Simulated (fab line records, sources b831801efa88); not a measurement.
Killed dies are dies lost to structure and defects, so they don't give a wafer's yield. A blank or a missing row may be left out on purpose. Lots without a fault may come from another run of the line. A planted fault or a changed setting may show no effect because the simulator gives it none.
A struck lot beside a sound one | flow sky130 | 15 steps out of a route of 708
Sound: wafers L248.1, L248.4, L248.5. Struck: wafers L243.1, L243.2, L243.5. The cause comes at the end.
At each step with rows: each side's tool, then ch and its chambers, then its first start. Under that, the readings that differ: sound wafers | struck wafers | difference of the means | sigmas: that difference in standard deviations of wafers without a fault.
alike: readings whose means differ by less than 2 such deviations, and words and numbers that are the same on both sides. not compared: withheld readings, readings that some wafer has no value for, bounds like >300 that may hide the same value, and numbers for which the record gives no deviation and whose values overlap.
The two part at a step that has a row with sigmas, a row that says differs or no value, or rows on one side only. Numbers that don't overlap but have no deviation are shown without sigmas and don't part them. A reading that every wafer of one side lacks parts them only if that side has two wafers or more.

SKY_VIA3_BOW_MEAS_03:
  sound on film_metro-02, day 44 03:49; struck on film_metro-01, day 42 13:14
  alike: VIA3_BOW
then, 8 steps without rows for these wafers: SKY_VIA3_DEHYDRATE_04 (time 60 s); SKY_VIA3_HMDS_05 (prime time 60 s); SKY_VIA3_COAT_06 (resist thk 60 nm); SKY_VIA3_COAT_07 (resist thk 450 nm); SKY_VIA3_SOFTBAKE_08 (time 90 s); SKY_VIA3_EXPOSE_09 (exposes mask VIM3, target cd 200 nm); SKY_VIA3_PEB_10; SKY_VIA3_DEVELOP_11 (develop time 60 s).
SKY_VIA3_CD_MEAS_12: target cd 200 nm.
  sound on cd_sem-01, day 45 01:28; struck on cd_sem-02, day 43 12:13
  alike: cd_nm
SKY_VIA3_OVL_MEAS_13:
  sound on overlay-01, day 45 01:35; struck on overlay-02, day 43 12:20
  alike: VIA3_OVL
SKY_VIA3_ETCH_14: etches BARC in N2/H2, stops on SiO2, time 45.9 s, target depth 60 nm.
  sound on rie_diel-01 ch 1,3, day 45 01:37; struck on rie_diel-03 ch 0,2,3, day 43 12:22
  alike: bias_w, drypump_motor_current_A, oes_product_au, throttle_valve_pct
  not compared: rf_hours_counter_h
SKY_VIA3_ETCH_15: etches SiO2 in C4F8/O2/Ar, stops on TiN, target depth 507 nm, time 78 s.
  sound on rie_diel-01 ch 1,3, day 45 01:40; struck on rie_diel-03 ch 0,2,3, day 43 12:25
  reading    | sound          | struck         | difference | sigmas
  bias_w (W) | 1200 1201 1197 | 1164 1162 1166 | -35        | -11
  alike: oes_product_au
  not compared: rf_hours_counter_h
SKY_VIA3_STRIP_16: strips in O2/N2.
  sound on plasma_asher-01 ch 0,1, day 45 01:43; struck on plasma_asher-03 ch 0,1, day 43 12:28
  alike: drypump_motor_current_A, oes_product_au, strip_time_to_endpoint_s
  not compared: rf_hours_counter_h
-- the record jumps here: 6 days lie between the struck wafers' starts before and after (it left off in module VIA3 and takes up again in module PAD_OPEN, whose first step shown is number 708 of the route) --
SKY_PAD_OPEN_PROBE_99:
  sound on prober-01, day 50 04:39; struck on prober-02, day 49 00:38
  alike: defect_limited_yield, killed_at_M0_to_M3, killed_at_M4_up, killed_at_contacts, killed_at_front_end, killed_at_other, killed_dies, killed_open, killed_short, sort_bin_3_pad_short, sort_bin_5_function, sort_bin_6_memory, sort_n_pass, sort_yield_pct

WHERE THEY PART
Only at SKY_VIA3_ETCH_15, within this record. Later steps at which nothing parts them and some readings are alike: SKY_VIA3_STRIP_16, SKY_PAD_OPEN_PROBE_99.

WHY: what the simulator had put in
Process parameter drift: rie_diel-03, from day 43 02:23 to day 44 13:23, at SKY_VIA3_ETCH_15. Setting bias_w, moved by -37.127, from 1200. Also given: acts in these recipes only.
